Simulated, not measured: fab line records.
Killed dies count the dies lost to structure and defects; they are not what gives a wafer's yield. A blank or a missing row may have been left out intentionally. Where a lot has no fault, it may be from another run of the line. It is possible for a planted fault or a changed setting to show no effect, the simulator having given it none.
Which tool was responsible? | flow sky130 | 12 lots, 36 wafers sampled, at 5 steps of a route of 708

== WHAT THE GAUGES READ, wafer by wafer ==
SKY_VT_ADJUST_HVTR_OVL_MEAS_08.
lot  | measured     | on         | VT_ADJUST_HVTR_OVL (nm)
L547 | day 9 10:52  | overlay-01 | 1.0 1.0 1.4
L550 | day 10 04:55 | overlay-02 | 1.5 2.0 2.2
L551 | day 10 14:28 | overlay-01 | 1.1 1.2 1.5
L552 | day 10 19:40 | overlay-01 | 0.2 -0.6 1.3
L553 | day 11 03:34 | overlay-02 | -1.6 -1.7 -1.2
L558 | day 13 01:25 | overlay-01 | 1.1 1.8 0.8
L559 | day 13 02:07 | overlay-01 | 0.0 1.2 2.7
L560 | day 13 12:13 | overlay-02 | 1.2 0.7 1.6
L563 | day 14 14:16 | overlay-02 | 0.9 0.9 -0.9
L565 | day 15 03:37 | overlay-02 | 2.5 2.7 0.8
L568 | day 15 23:07 | overlay-01 | 0.4 0.5 1.5
L570 | day 16 15:13 | overlay-02 | -1.6 0.1 -1.7

SKY_GATE_OXIDE_THK_MEAS_02.
lot  | measured     | on            | GATE_OXIDE_OXIDATION_00_THK (nm)
L547 | day 12 15:26 | film metro-01 | 10.13 10.28 10.21
L550 | day 13 14:31 | film metro-02 | 9.89 10.14 9.85
L551 | day 13 22:19 | film metro-02 | 10.25 10.33 10.26
L552 | day 14 04:43 | film metro-02 | 10.03 9.91 10.13
L553 | day 14 13:37 | film metro-03 | 10.49 10.48 10.36
L558 | day 16 18:54 | film metro-02 | 12.19 12.29 12.00
L559 | day 16 18:54 | film metro-03 | 12.23 12.10 12.09
L560 | day 17 05:58 | film metro-03 | 12.10 12.10 11.90
L563 | day 18 12:34 | film metro-02 | 10.67 10.67 10.47
L565 | day 19 01:27 | film metro-02 | 10.66 10.43 10.47
L568 | day 19 22:07 | film metro-01 | 10.36 10.30 10.29
L570 | day 20 14:12 | film metro-02 | 10.65 10.68 10.50

SKY_LDD_HVP_TW_MEAS_10.
lot  | measured     | on            | LDD_HVP_TW
L547 | day 21 10:40 | film metro-03 | 453.5 454.5 454.0
L550 | day 22 15:46 | film metro-04 | 456.1 459.0 457.4
L551 | day 22 21:16 | film metro-03 | 457.8 455.2 457.4
L552 | day 23 03:26 | film metro-02 | 454.2 453.8 453.8
L553 | day 23 16:05 | film metro-03 | 456.1 461.0 460.7
L558 | day 26 00:46 | film metro-03 | 456.7 456.4 456.0
L559 | day 25 23:38 | film metro-02 | 457.3 457.5 454.5
L560 | day 26 08:23 | film metro-04 | 457.2 458.8 457.7
L563 | day 27 14:38 | film metro-04 | 456.4 456.6 457.1
L565 | day 28 02:07 | film metro-03 | 456.7 456.5 458.8
L568 | day 28 23:08 | film metro-02 | 455.4 451.7 453.2
L570 | day 29 10:32 | film metro-04 | 451.5 453.4 452.2

SKY_SD_N_RS_MEAS_18: uses a four-point probe to measure.
lot  | measured     | on            | RES_XHIGH_RS (ohm/sq)
L547 | day 27 19:05 | film metro-04 | 334.5 333.8 334.1
L550 | day 28 20:37 | film metro-03 | 332.2 332.1 334.0
L551 | day 29 05:29 | film metro-03 | 334.3 333.4 333.9
L552 | day 29 07:59 | film metro-04 | 334.7 333.0 334.2
L553 | day 29 21:55 | film metro-04 | 333.2 333.1 332.9
L558 | day 31 23:22 | film metro-03 | 334.8 334.2 334.3
L559 | day 31 22:10 | film metro-04 | 333.0 332.1 332.7
L560 | day 32 08:22 | film metro-01 | 332.7 331.9 333.0
L563 | day 33 12:08 | film metro-04 | 333.3 333.4 333.7
L565 | day 33 22:34 | film metro-01 | 330.9 330.6 330.8
L568 | day 34 19:08 | film metro-01 | 331.2 330.5 331.6
L570 | day 35 05:10 | film metro-01 | 333.0 332.6 332.8

== EACH LOT AND THE TOOL THAT RAN IT (in order: tool; ch and the chambers of the sampled wafers; start) ==
lot  | SKY_GATE_OXIDE_OXIDATION_01
L547 | furnace-02 ch 0, day 12 14:01
L550 | furnace-01 ch 0, day 13 13:07
L551 | furnace-02 ch 0, day 13 20:55
L552 | furnace-01 ch 0, day 14 03:17
L553 | furnace-01 ch 0, day 14 12:12
L558 | furnace-01 ch 0, day 16 17:29
L559 | furnace-01 ch 0, day 16 17:29
L560 | furnace-01 ch 0, day 17 04:34
L563 | furnace-02 ch 0, day 18 11:09
L565 | furnace-02 ch 0, day 19 00:03
L568 | furnace-02 ch 0, day 19 20:43
L570 | furnace-02 ch 0, day 20 12:47
- SKY_GATE_OXIDE_OXIDATION_01: stabilise 600 s, purge 300 s, target thk 10.268 nm.

== WHAT THE TOOLS THEMSELVES READ (means of the sampled wafers that have a number; where no wafer has one, the mark that the record gives instead) ==
SKY_GATE_OXIDE_OXIDATION_01.
lot  | tool       | spike tc bottom C (C) | spike tc centre C (C) | spike tc lower C (C) | spike tc top C (C) | spike tc upper C (C) | tube center temp C (C) | tube_center_temp_C_max | zone power bottom pct (%) | zone power top pct (%) | zone power upper pct (%)
L547 | furnace-02 | 918.9                 | 899.6                 | 898.8                | 909.8              | 898.9                | 900.03                 | 902.2                  | 33.2                      | 28.4                   | 16.9
L550 | furnace-01 | 915.7                 | 901.1                 | 901.6                | 909.5              | 899.5                | 900.07                 | 902.5                  | 30.5                      | 28.9                   | 17.4
L551 | furnace-02 | 918.2                 | 899.3                 | 901.2                | 907.9              | 898.4                | 899.99                 | 902.4                  | 33.0                      | 28.3                   | 17.1
L552 | furnace-01 | 915.4                 | 900.3                 | 901.5                | 908.5              | 899.8                | 900.05                 | 902.5                  | 30.4                      | 28.9                   | 17.4
L553 | furnace-01 | 916.6                 | 900.5                 | 901.2                | 908.6              | 900.2                | 899.93                 | 902.4                  | 30.1                      | 28.6                   | 17.4
L558 | furnace-01 | 931.7                 | 915.8                 | 915.6                | 924.4              | 914.9                | 915.45                 | 917.9                  | 31.6                      | 29.8                   | 18.0
L559 | furnace-01 | 930.4                 | 917.4                 | 916.1                | 923.9              | 914.5                | 915.45                 | 917.7                  | 31.8                      | 29.7                   | 18.4
L560 | furnace-01 | 931.3                 | 917.0                 | 917.0                | 922.7              | 914.9                | 915.43                 | 917.8                  | 31.8                      | 29.7                   | 18.1
L563 | furnace-02 | 918.1                 | 900.2                 | 899.0                | 909.3              | 899.7                | 899.96                 | 902.4                  | 33.1                      | 28.2                   | 16.9
L565 | furnace-02 | 919.7                 | 901.1                 | 900.3                | 909.0              | 899.3                | 899.95                 | 902.6                  | 32.8                      | 28.3                   | 16.9
L568 | furnace-02 | 918.0                 | 899.6                 | 899.8                | 909.3              | 899.3                | 900.01                 | 902.6                  | 32.9                      | 28.3                   | 17.0
L570 | furnace-02 | 919.4                 | 900.5                 | 898.4                | 908.9              | 900.0                | 899.95                 | 902.0                  | 33.0                      | 28.4                   | 16.9

== THE ANSWER, worked out from the rows above alone ==
Rule: the lots themselves supply what counts as usual. Put in order of their means at a reading, lots are off if they are a third of the lots or fewer, leave a main group of 4 or more, and stand apart from it by a gap of 3 or more times the standard deviation of the main group's means; of several such gaps the widest counts. Not used: any main group whose means are identical at the precision the tables above print for the reading. Also off: a lot with no number at a reading for which 4 or more lots have one. Where the step has rows for the other lots, those lots are counted as sound. The gauges are gone through in route order, then the tools' own readings, and for those a lot's mean is taken as printed above. At the first step where some lot is off, the reading lying furthest off is the one used; lots without a number count as furthest.
Off: at SKY_GATE_OXIDE_THK_MEAS_02 (GATE_OXIDE_OXIDATION_00_THK), L558, L559, L560. For the main group the mean is 10.33 nm and the standard deviation 0.22.
A tool fits if, at a process step before that reading, it ran every lot that is off, and no sound lot after the first of them. The gauges at SKY_GATE_OXIDE_THK_MEAS_02 aren't tried: what is off there is off at SKY_GATE_OXIDE_OXIDATION_01 too, on other tools, and a gauge's error can't cause that. One fits: SKY_GATE_OXIDE_OXIDATION_01 on furnace-01. Its last sound lot is L553 (day 14 12:12), its first lot that is off L558 (day 16 17:29): a fault that began between those two fits.
The tool's own readings at SKY_GATE_OXIDE_OXIDATION_01 bear it out: on the lots that are off they differ by more than 5 times the standard deviation of the sound lots' means. spike tc bottom C reads 931.1 C there against 917.8 C on the sound lots; spike tc centre C reads 916.7 C there against 900.2 C on the sound lots; spike tc lower C reads 916.2 C there against 900.2 C on the sound lots; spike tc top C reads 923.7 C there against 909.0 C on the sound lots; spike tc upper C reads 914.8 C there against 899.5 C on the sound lots; tube center temp C reads 915.44 C there against 899.99 C on the sound lots; tube_center_temp_C_max reads 917.8 there against 902.4 on the sound lots; zone power top pct reads 29.7 % there against 28.5 % on the sound lots.

== WHAT THE SIMULATOR HAD INSERTED ==
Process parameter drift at SKY_GATE_OXIDE_OXIDATION_01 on furnace-01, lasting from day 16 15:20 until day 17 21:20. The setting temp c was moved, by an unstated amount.
Struck lots among those shown: L558, L559, L560. The same result came from the rule above.
